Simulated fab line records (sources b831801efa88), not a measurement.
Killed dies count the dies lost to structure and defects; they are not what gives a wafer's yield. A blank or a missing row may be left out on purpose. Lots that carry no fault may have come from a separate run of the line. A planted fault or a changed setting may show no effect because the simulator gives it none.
fab line records -- flow sfq_line
record: lots: 14, wafers: 42, last_day: 92
route steps=325 shown L0@3 I0@44 M1@68 I3@135
lots that met no fault: from a run of the same line without faults
start_h: start of the lot's first displayed wafer, in hours after the record's first day -- wait_h: hours since the lot's step before -- " as in the row above -- L1.1+2: several wafers, shown together as one row -- - either no value or no given start -- * or withheld: withheld -- < > ~ a bound
route shown NAME@n: NAME is a module with steps in the file, n the number in the route of the first one -- usual: mean and standard deviation over wafers with no fault -- same: alike in all rows -- chamber/n: place in a boat -- sites: per-site readings -- _std_site: their standard deviation -- _edge_site: outer sites' mean less inner sites' -- radius_mm: for every site, how far away it sits from the centre of the wafer -- mask NAME#n: copy n -- behind: the tool/chamber that last shaped the wafer -- hold: the reason the lot was held/the length of the hold in hours/how it ended -- device: the n, p or np transistor that did not switch -- end of line: the route-end tests of the same wafers -- where a step has no rows: the recipe by itself -- killed: at the first sort, the dies lost to defects and structure; wafer yield is something else -- map: per-die view of a wafer (x killed, . not killed, _ where there is no die)
set.NAME: the setting that was run; set.NAME@STEP: the one run at that earlier step -- model.NAME: the simulator's own value behind a step, which no gauge read
the route's steps for a sample of lots (tables are steps, rows are wafers)
services: when a tool's chamber went out of use (start_h, in hours from the record's first day, below 0 if earlier), for how many hours, and the reason
== steps ==
step: SFQ_TRILAYER_L0_DEP_SPUTTER_003
recipe: material: MoNx_KI, base_pressure_pa: 1.33e-06, target_thk_nm: 40, power_w: 800, time_s: 100, chamber_pressure_pa: 0.4
usual: throttle_valve_pct: 29.8/0.83
same: time_s: 100
lot.wafer,tool,chamber,start_h,wait_h,throttle_valve_pct
L794.3,pvd_sputter-03,-,12.49,0.0,31.7
L794.5,pvd_sputter-03,-,12.49,0.0,29.7
L794.6,pvd_sputter-03,-,12.49,0.0,31.1
L795.3,pvd_sputter-04,-,17.49,0.0,28.8
L795.4,pvd_sputter-04,-,17.49,0.0,30.5
L795.5,pvd_sputter-04,-,17.49,0.0,30.4
L796.1,pvd_sputter-04,-,22.49,0.0,30.6
L796.2,pvd_sputter-04,-,22.49,0.0,29.0
L796.3,pvd_sputter-04,-,22.49,0.0,28.9
L797.1,pvd_sputter-03,-,27.49,0.0,30.9
L797.3,pvd_sputter-03,-,27.49,0.0,29.6
L797.4,pvd_sputter-03,-,27.49,0.0,29.4
L797.1,pvd_sputter-03,-,27.73,0.2,31.1
L797.3,pvd_sputter-03,-,27.73,0.2,29.7
L797.4,pvd_sputter-03,-,27.73,0.2,29.3
L801.3,pvd_sputter-04,-,47.49,0.0,29.5
L801.5,pvd_sputter-04,-,47.49,0.0,29.1
L801.6,pvd_sputter-04,-,47.49,0.0,30.9
L802.2,pvd_sputter-04,-,52.49,0.0,30.6
L802.4,pvd_sputter-04,-,52.49,0.0,29.5
L802.6,pvd_sputter-04,-,52.49,0.0,29.3
L807.4,pvd_sputter-05,-,77.49,0.0,30.6
L807.5,pvd_sputter-05,-,77.49,0.0,29.1
L807.6,pvd_sputter-05,-,77.49,0.0,30.5
L807.4,pvd_sputter-05,-,77.73,0.2,30.7
L807.5,pvd_sputter-05,-,77.73,0.2,29.2
L807.6,pvd_sputter-05,-,77.73,0.2,30.4
L809.3,pvd_sputter-05,-,87.49,0.0,30.3
L809.4,pvd_sputter-05,-,87.49,0.0,30.3
L809.5,pvd_sputter-05,-,87.49,0.0,29.6
L810.3,pvd_sputter-05,-,92.49,0.0,29.2
L810.4,pvd_sputter-05,-,92.49,0.0,30.6
L810.5,pvd_sputter-05,-,92.49,0.0,28.9
L812.2,pvd_sputter-04,-,102.49,0.0,28.9
L812.3,pvd_sputter-04,-,102.49,0.0,28.9
L812.5,pvd_sputter-04,-,102.49,0.0,29.2
L813.2,pvd_sputter-05,-,107.49,0.0,29.0
L813.4,pvd_sputter-05,-,107.49,0.0,30.6
L813.5,pvd_sputter-05,-,107.49,0.0,29.5
L814.1,pvd_sputter-03,-,112.49,0.0,31.3
L814.4,pvd_sputter-03,-,112.49,0.0,29.4
L814.6,pvd_sputter-03,-,112.49,0.0,29.4
L815.3,pvd_sputter-03,-,117.49,0.0,31.8
L815.5,pvd_sputter-03,-,117.49,0.0,31.1
L815.6,pvd_sputter-03,-,117.49,0.0,29.3
L817.1,pvd_sputter-05,-,127.49,0.0,30.7
L817.3,pvd_sputter-05,-,127.49,0.0,30.2
L817.5,pvd_sputter-05,-,127.49,0.0,29.1
step: SFQ_L0_RS_MEAS_901
recipe: thk_meas_gauge: four-point-probe, reads: MoNx_KI_of_TRILAYER_L0_DEP_SPUTTER_003
usual: L0_MONX_KI_RS: 43.5/0.37
lot.wafer,tool,chamber,start_h,wait_h,L0_MONX_KI_RS[ohm/sq]
L794.3,film_metro-02,-,12.60,0.1,44.0
L794.5,film_metro-02,-,12.60,0.1,44.0
L794.6,film_metro-02,-,12.60,0.1,43.8
L795.3,film_metro-02,-,17.60,0.1,43.2
L795.4,film_metro-02,-,17.60,0.1,43.2
L795.5,film_metro-02,-,17.60,0.1,43.0
L796.1,film_metro-04,-,22.56,0.0,44.1
L796.2,film_metro-04,-,22.56,0.0,43.4
L796.3,film_metro-04,-,22.56,0.0,43.9
L797.1,film_metro-02,-,27.80,0.0,21.5
L797.3,film_metro-02,-,27.80,0.0,21.4
L797.4,film_metro-02,-,27.80,0.0,21.6
L801.3,film_metro-03,-,47.60,0.1,43.3
L801.5,film_metro-03,-,47.60,0.1,43.0
L801.6,film_metro-03,-,47.60,0.1,42.9
L802.2,film_metro-03,-,52.58,0.1,42.8
L802.4,film_metro-03,-,52.58,0.1,43.0
L802.6,film_metro-03,-,52.58,0.1,43.2
L807.4,film_metro-02,-,77.86,0.1,22.0
L807.5,film_metro-02,-,77.86,0.1,21.9
L807.6,film_metro-02,-,77.86,0.1,21.9
L809.3,film_metro-03,-,87.60,0.1,44.1
L809.4,film_metro-03,-,87.60,0.1,43.9
L809.5,film_metro-03,-,87.60,0.1,44.2
L810.3,film_metro-02,-,92.60,0.1,43.5
L810.4,film_metro-02,-,92.60,0.1,43.4
L810.5,film_metro-02,-,92.60,0.1,43.5
L812.2,film_metro-02,-,102.58,0.1,43.0
L812.3,film_metro-02,-,102.58,0.1,43.1
L812.5,film_metro-02,-,102.58,0.1,43.2
L813.2,film_metro-02,-,107.58,0.1,43.4
L813.4,film_metro-02,-,107.58,0.1,43.9
L813.5,film_metro-02,-,107.58,0.1,43.8
L814.1,film_metro-02,-,112.56,0.0,42.6
L814.4,film_metro-02,-,112.56,0.0,43.2
L814.6,film_metro-02,-,112.56,0.0,43.0
L815.3,film_metro-03,-,117.60,0.1,43.4
L815.5,film_metro-03,-,117.60,0.1,43.5
L815.6,film_metro-03,-,117.60,0.1,43.5
L817.1,film_metro-04,-,127.56,0.0,43.0
L817.3,film_metro-04,-,127.56,0.0,43.5
L817.5,film_metro-04,-,127.56,0.0,43.5
step: SFQ_L0_THK_MEAS_902
recipe: thk_meas_gauge: xrf, reads: MoNx_KI_of_TRILAYER_L0_DEP_SPUTTER_003
usual: L0_MONX_KI_THK: 39.6/0.38
lot.wafer,tool,chamber,start_h,wait_h,L0_MONX_KI_THK[nm]
L794.3,film_metro-02,-,12.70,0.1,39.2
L794.5,film_metro-02,-,12.70,0.1,38.8
L794.6,film_metro-02,-,12.70,0.1,39.2
L795.3,film_metro-02,-,17.70,0.1,39.6
L795.4,film_metro-02,-,17.70,0.1,39.8
L795.5,film_metro-02,-,17.70,0.1,39.8
L796.1,film_metro-04,-,22.68,0.1,38.9
L796.2,film_metro-04,-,22.68,0.1,39.4
L796.3,film_metro-04,-,22.68,0.1,38.9
L797.1,film_metro-02,-,27.92,0.1,80.1
L797.3,film_metro-02,-,27.92,0.1,80.7
L797.4,film_metro-02,-,27.92,0.1,80.1
L801.3,film_metro-03,-,47.70,0.1,39.2
L801.5,film_metro-03,-,47.70,0.1,39.8
L801.6,film_metro-03,-,47.70,0.1,39.9
L802.2,film_metro-03,-,52.69,0.1,39.7
L802.4,film_metro-03,-,52.69,0.1,39.6
L802.6,film_metro-03,-,52.69,0.1,39.5
L807.4,film_metro-02,-,77.95,0.1,78.5
L807.5,film_metro-02,-,77.95,0.1,78.3
L807.6,film_metro-02,-,77.95,0.1,78.5
L809.3,film_metro-03,-,87.70,0.1,39.0
L809.4,film_metro-03,-,87.70,0.1,39.1
L809.5,film_metro-03,-,87.70,0.1,38.9
L810.3,film_metro-02,-,92.70,0.1,39.5
L810.4,film_metro-02,-,92.70,0.1,39.7
L810.5,film_metro-02,-,92.70,0.1,39.6
L812.2,film_metro-02,-,102.69,0.1,40.3
L812.3,film_metro-02,-,102.69,0.1,40.0
L812.5,film_metro-02,-,102.69,0.1,39.9
L813.2,film_metro-02,-,107.69,0.1,39.5
L813.4,film_metro-02,-,107.69,0.1,39.3
L813.5,film_metro-02,-,107.69,0.1,39.4
L814.1,film_metro-02,-,112.68,0.1,40.4
L814.4,film_metro-02,-,112.68,0.1,39.8
L814.6,film_metro-02,-,112.68,0.1,39.9
L815.3,film_metro-03,-,117.70,0.1,39.4
L815.5,film_metro-03,-,117.70,0.1,39.6
L815.6,film_metro-03,-,117.70,0.1,39.6
L817.1,film_metro-04,-,127.68,0.1,39.9
L817.3,film_metro-04,-,127.68,0.1,39.7
L817.5,film_metro-04,-,127.68,0.1,39.1
step: SFQ_TRILAYER_L0_ETCH_METAL_ETCH_008
recipe: target: MoNx_KI, stop_on: SiO2, mask_material: PR, chemistry: SF6/O2, target_depth_nm: 50, icp_w: 600, bias_w: 80, pressure_mtorr: 10, time_s: 25
usual: bias_w: 80.00/0.2, drypump_motor_current_A: 5.62/0.28, oes_product_au: 0.874/0.0067
same: time_s: 25
lot.wafer,tool,chamber,start_h,wait_h,bias_w,drypump_motor_current_A,oes_product_au,rf_hours_counter_h
L794.3,rie_metal-01,1,70.56,0.0,80.05,5.70,0.869,-
L794.5,rie_metal-01,0,70.56,0.0,79.72,5.81,0.868,-
L794.6,rie_metal-01,1,70.56,0.0,79.96,5.71,0.871,-
L795.3,rie_metal-04,1,78.94,0.0,79.99,5.33,0.873,-
L795.4,rie_metal-04,0,78.94,0.0,80.43,5.16,0.879,-
L795.5,rie_metal-04,0,78.94,0.0,80.13,5.16,0.884,-
L796.1,rie_metal-04,0,84.90,0.0,80.01,5.17,0.864,155
L796.2,rie_metal-04,1,84.90,0.0,80.13,5.35,0.879,122
L796.3,rie_metal-04,0,84.90,0.0,79.79,5.17,0.870,-
L797.1,rie_metal-01,1,91.61,0.1,79.83,5.69,0.993,168
L797.3,rie_metal-01,0,91.61,0.1,80.13,5.83,0.995,-
L797.4,rie_metal-01,1,91.61,0.1,80.03,5.72,1.000,-
L801.3,rie_metal-04,0,123.88,0.0,80.13,5.16,0.871,-
L801.5,rie_metal-04,0,123.88,0.0,80.13,5.16,0.881,-
L801.6,rie_metal-04,1,123.88,0.0,79.98,5.32,0.887,-
L802.2,rie_metal-01,0,129.86,0.0,80.10,5.79,0.882,51
L802.4,rie_metal-01,0,129.86,0.0,79.71,5.79,0.875,-
L802.6,rie_metal-01,0,129.86,0.0,80.13,5.83,0.887,-
L807.4,rie_metal-01,0,154.64,0.0,80.11,5.80,1.006,-
L807.5,rie_metal-01,0,154.64,0.0,80.06,5.80,1.005,-
L807.6,rie_metal-01,1,154.64,0.0,79.94,5.73,1.002,-
L809.3,rie_metal-02,1,164.24,0.0,80.00,5.74,0.875,-
L809.4,rie_metal-02,0,164.24,0.0,80.03,5.98,0.868,-
L809.5,rie_metal-02,0,164.24,0.0,79.88,6.00,0.861,-
L810.3,rie_metal-02,1,172.64,0.0,80.05,5.77,0.870,-
L810.4,rie_metal-02,0,172.64,0.0,80.06,6.01,0.875,-
L810.5,rie_metal-02,0,172.64,0.0,80.09,6.01,0.872,-
L812.2,rie_metal-01,1,188.47,0.0,80.06,5.74,0.872,180
L812.3,rie_metal-01,0,188.47,0.0,79.98,5.82,0.881,-
L812.5,rie_metal-01,0,188.47,0.0,79.72,5.80,0.878,-
L813.2,rie_metal-02,0,194.49,0.1,80.35,5.95,0.877,90
L813.4,rie_metal-02,0,194.49,0.1,79.88,5.99,0.875,-
L813.5,rie_metal-02,0,194.49,0.1,80.27,5.98,0.871,-
L814.1,rie_metal-01,0,201.97,0.0,80.02,5.83,0.889,60
L814.4,rie_metal-01,1,201.97,0.0,79.82,5.70,0.880,-
L814.6,rie_metal-01,1,201.97,0.0,80.19,5.74,0.882,-
L815.3,rie_metal-02,1,207.99,0.0,80.10,5.76,0.883,-
L815.5,rie_metal-02,0,207.99,0.0,79.91,5.97,0.880,-
L815.6,rie_metal-02,1,207.99,0.0,80.30,5.74,0.869,-
L817.1,rie_metal-01,0,220.10,0.0,79.80,5.83,0.877,62
L817.3,rie_metal-01,1,220.10,0.0,80.07,5.69,0.877,-
L817.5,rie_metal-01,0,220.10,0.0,79.76,5.81,0.870,-
step: SFQ_TRILAYER_I0_CMP_CMP_028
recipe: material: SiO2, down_force_psi: 3, platen_rpm: 60, pad_velocity_m_s: 0.94248
usual: motor_current_A: 10.6/0.79, time_to_endpoint_s: 214/6.6
lot.wafer,tool,chamber,start_h,wait_h,motor_current_A,time_to_endpoint_s
L794.3,cmp-02,2,263.77,9.5,10.8,212
L794.6,cmp-02,2,265.77,11.5,10.3,219
L794.5,cmp-02,3,265.77,11.5,10.9,219
L795.4,cmp-02,3,267.27,7.6,11.0,219
L795.3,cmp-02,0,267.27,7.6,11.1,206
L795.5,cmp-02,3,269.27,9.6,11.1,222
L796.3,cmp-01,3,272.55,5.7,10.3,202
L796.2,cmp-01,1,273.55,6.7,9.1,201
L796.1,cmp-01,2,273.55,6.7,10.9,203
L797.3,cmp-01,2,279.05,2.6,10.9,212
L797.1,cmp-01,3,279.05,2.6,10.1,216
L797.4,cmp-01,0,279.05,2.6,11.7,226
L801.3,cmp-01,1,332.98,0.0,8.9,209
L801.5,cmp-01,1,334.98,2.0,9.3,218
L801.6,cmp-01,2,334.98,2.0,10.7,215
L802.4,cmp-02,3,345.00,0.0,11.1,206
L802.2,cmp-02,1,346.00,1.1,11.1,206
L802.6,cmp-02,0,347.50,2.5,11.3,222
L807.4,cmp-02,3,382.46,0.0,10.9,220
L807.5,cmp-02,3,384.46,2.0,10.9,219
L807.6,cmp-02,0,384.46,2.0,11.0,212
L809.3,cmp-02,1,400.41,0.0,12.0,215
L809.4,cmp-02,3,401.41,1.0,11.5,221
L809.5,cmp-02,2,402.91,2.5,10.3,215
L810.4,cmp-01,2,414.43,0.0,11.1,209
L810.3,cmp-01,3,414.43,0.0,10.2,204
L810.5,cmp-01,2,416.43,2.0,10.5,208
L812.2,cmp-02,0,430.37,1.1,10.8,211
L812.3,cmp-02,1,430.37,1.1,11.7,210
L812.5,cmp-02,3,431.87,2.5,11.3,216
L813.2,cmp-02,3,437.12,1.0,11.5,219
L813.4,cmp-02,0,437.12,1.0,10.3,227
L813.5,cmp-02,1,437.12,1.0,11.5,224
L814.1,cmp-02,3,451.46,0.0,11.3,221
L814.4,cmp-02,1,452.46,1.0,11.2,217
L814.6,cmp-02,0,453.96,2.5,10.9,221
L815.3,cmp-01,3,471.27,5.4,10.1,220
L815.5,cmp-01,0,471.27,5.4,11.9,218
L815.6,cmp-01,1,471.27,5.4,8.2,220
L817.1,cmp-01,3,488.75,0.1,10.3,216
L817.3,cmp-01,1,489.75,1.1,8.9,207
L817.5,cmp-01,0,491.25,2.6,11.6,224
step: SFQ_M1_OVL_MEAS_911
usual: M1_OVL: -1/6.5
lot.wafer,tool,chamber,start_h,wait_h,M1_OVL[nm]
L794.3,overlay-01,-,556.69,0.1,5
L794.5,overlay-01,-,556.69,0.1,4
L794.6,overlay-01,-,556.69,0.1,0
L795.3,overlay-01,-,563.89,0.1,1
L795.4,overlay-01,-,563.89,0.1,-7
L795.5,overlay-01,-,563.89,0.1,-2
L796.1,overlay-01,-,573.38,0.1,-10
L796.2,overlay-01,-,573.38,0.1,5
L796.3,overlay-01,-,573.38,0.1,-9
L797.1,overlay-02,-,586.58,0.1,2
L797.3,overlay-02,-,586.58,0.1,5
L797.4,overlay-02,-,586.58,0.1,0
L801.3,overlay-01,-,642.04,0.1,6
L801.5,overlay-01,-,642.04,0.1,4
L801.6,overlay-01,-,642.04,0.1,-3
L802.2,overlay-01,-,660.04,0.1,-2
L802.4,overlay-01,-,660.04,0.1,-1
L802.6,overlay-01,-,660.04,0.1,-10
L807.4,overlay-02,-,706.35,0.1,-17
L807.5,overlay-02,-,706.35,0.1,-15
L807.6,overlay-02,-,706.35,0.1,-17
L809.3,overlay-01,-,721.94,0.1,-6
L809.4,overlay-01,-,721.94,0.1,-6
L809.5,overlay-01,-,721.94,0.1,-6
L810.3,overlay-01,-,735.14,0.1,1
L810.4,overlay-01,-,735.14,0.1,7
L810.5,overlay-01,-,735.14,0.1,10
L812.2,overlay-01,-,742.34,0.1,-3
L812.3,overlay-01,-,742.34,0.1,0
L812.5,overlay-01,-,742.34,0.1,-7
L813.2,overlay-02,-,761.66,0.1,-13
L813.4,overlay-02,-,761.66,0.1,-12
L813.5,overlay-02,-,761.66,0.1,-5
L814.1,overlay-02,-,766.59,0.1,9
L814.4,overlay-02,-,766.59,0.1,-2
L814.6,overlay-02,-,766.59,0.1,0
L815.3,overlay-02,-,781.00,0.1,-14
L815.5,overlay-02,-,781.00,0.1,-6
L815.6,overlay-02,-,781.00,0.1,-4
L817.1,overlay-01,-,801.64,0.1,1
L817.3,overlay-01,-,801.64,0.1,-1
L817.5,overlay-01,-,801.64,0.1,-2
step: SFQ_I3_BOW_MEAS_922
recipe: mode: bow
usual: I3_BOW: 1/9.5
lot.wafer,tool,chamber,start_h,wait_h,I3_BOW[um]
L794.3,film_metro-03,-,1023.23,1.0,1
L794.5,film_metro-03,-,1023.23,1.0,0
L794.6,film_metro-03,-,1023.23,1.0,7
L795.3,film_metro-03,-,1037.60,1.5,2
L795.4,film_metro-03,-,1037.60,1.5,13
L795.5,film_metro-03,-,1037.60,1.5,0
L796.1,film_metro-04,-,1053.28,2.0,-10
L796.2,film_metro-04,-,1053.28,2.0,5
L796.3,film_metro-04,-,1053.28,2.0,8
L797.1,film_metro-04,-,1062.88,1.0,14
L797.3,film_metro-04,-,1062.88,1.0,2
L797.4,film_metro-04,-,1062.88,1.0,-8
L801.3,film_metro-04,-,1098.23,1.0,-2
L801.5,film_metro-04,-,1098.23,1.0,-11
L801.6,film_metro-04,-,1098.23,1.0,-10
L802.2,film_metro-03,-,1146.89,1.0,-3
L802.4,film_metro-03,-,1146.89,1.0,-1
L802.6,film_metro-03,-,1146.89,1.0,9
L807.4,film_metro-02,-,1178.13,2.6,-9
L807.5,film_metro-02,-,1178.13,2.6,3
L807.6,film_metro-02,-,1178.13,2.6,7
L809.3,film_metro-02,-,1191.91,1.5,16
L809.4,film_metro-02,-,1191.91,1.5,24
L809.5,film_metro-02,-,1191.91,1.5,7
L810.3,film_metro-04,-,1208.11,1.5,13
L810.4,film_metro-04,-,1208.11,1.5,17
L810.5,film_metro-04,-,1208.11,1.5,9
L812.2,film_metro-02,-,1222.47,2.5,-2
L812.3,film_metro-02,-,1222.47,2.5,2
L812.5,film_metro-02,-,1222.47,2.5,-6
L813.2,film_metro-02,-,1235.09,2.5,7
L813.4,film_metro-02,-,1235.09,2.5,10
L813.5,film_metro-02,-,1235.09,2.5,11
L814.1,film_metro-03,-,1240.45,1.0,-4
L814.4,film_metro-03,-,1240.45,1.0,-4
L814.6,film_metro-03,-,1240.45,1.0,1
L815.3,film_metro-04,-,1241.11,2.5,7
L815.5,film_metro-04,-,1241.11,2.5,2
L815.6,film_metro-04,-,1241.11,2.5,11
L817.1,film_metro-04,-,1244.07,1.0,-9
L817.3,film_metro-04,-,1244.07,1.0,-2
L817.5,film_metro-04,-,1244.07,1.0,-7
== services ==
tool,chamber,start_h,hours,kind
cmp-02,-,-6.73,5.6,repair
rie_metal-01,-,-1.19,1.4,pm
cmp-02,-,66.43,4.0,pm
pvd_sputter-05,-,82.57,3.9,repair
cmp-01,-,90.08,5.6,pm
cmp-01,-,140.21,0.9,repair
pvd_sputter-05,-,161.57,0.8,repair
cmp-01,-,169.52,7.6,repair
cmp-01,-,207.76,0.3,repair
cmp-02,-,210.88,1.1,repair
cmp-02,-,211.07,4.5,repair
cmp-02,-,223.98,9.8,pm
cmp-02,-,295.16,3.1,pm
cmp-02,-,297.23,1.9,repair
cmp-02,-,297.70,1.6,repair
cmp-02,-,305.35,2.3,repair
rie_metal-01,0,308.17,1.3,repair
cmp-02,-,308.23,0.8,repair
cmp-02,-,406.43,4.0,pm
rie_metal-01,-,439.11,2.8,pm
cmp-02,-,460.04,1.9,repair
cmp-02,-,465.52,1.5,repair
cmp-02,-,467.41,4.7,repair
cmp-02,-,490.42,2.5,repair
== key ==
first_sign: step: SFQ_TRILAYER_L0_DEP_SPUTTER_003, reading: visit, direction: added
effect: step: SFQ_L0_RS_MEAS_901, reading: L0_MONX_KI_RS, direction: down, sigmas: 59, usual: 43.5, struck: 21.7
effect: step: SFQ_L0_THK_MEAS_902, reading: L0_MONX_KI_THK, direction: up, sigmas: 99+, usual: 39.6, struck: 79.4
effect: step: SFQ_TRILAYER_L0_ETCH_METAL_ETCH_008, reading: oes_product_au, direction: up, sigmas: 19, usual: 0.874, struck: 1.000
met_at SFQ_TRILAYER_L0_DEP_SPUTTER_003
struck_lots L797,L807
not_acting_at SFQ_TRILAYER_I0_CMP_CMP_028,SFQ_M1_OVL_MEAS_911,SFQ_I3_BOW_MEAS_922
fault: kind: repeated_step_whole, tool: pvd_sputter-03,pvd_sputter-04,pvd_sputter-05, chamber: -, onset_h: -, steps: SFQ_TRILAYER_L0_DEP_SPUTTER_003, times: 1, scope: struck_lots_only
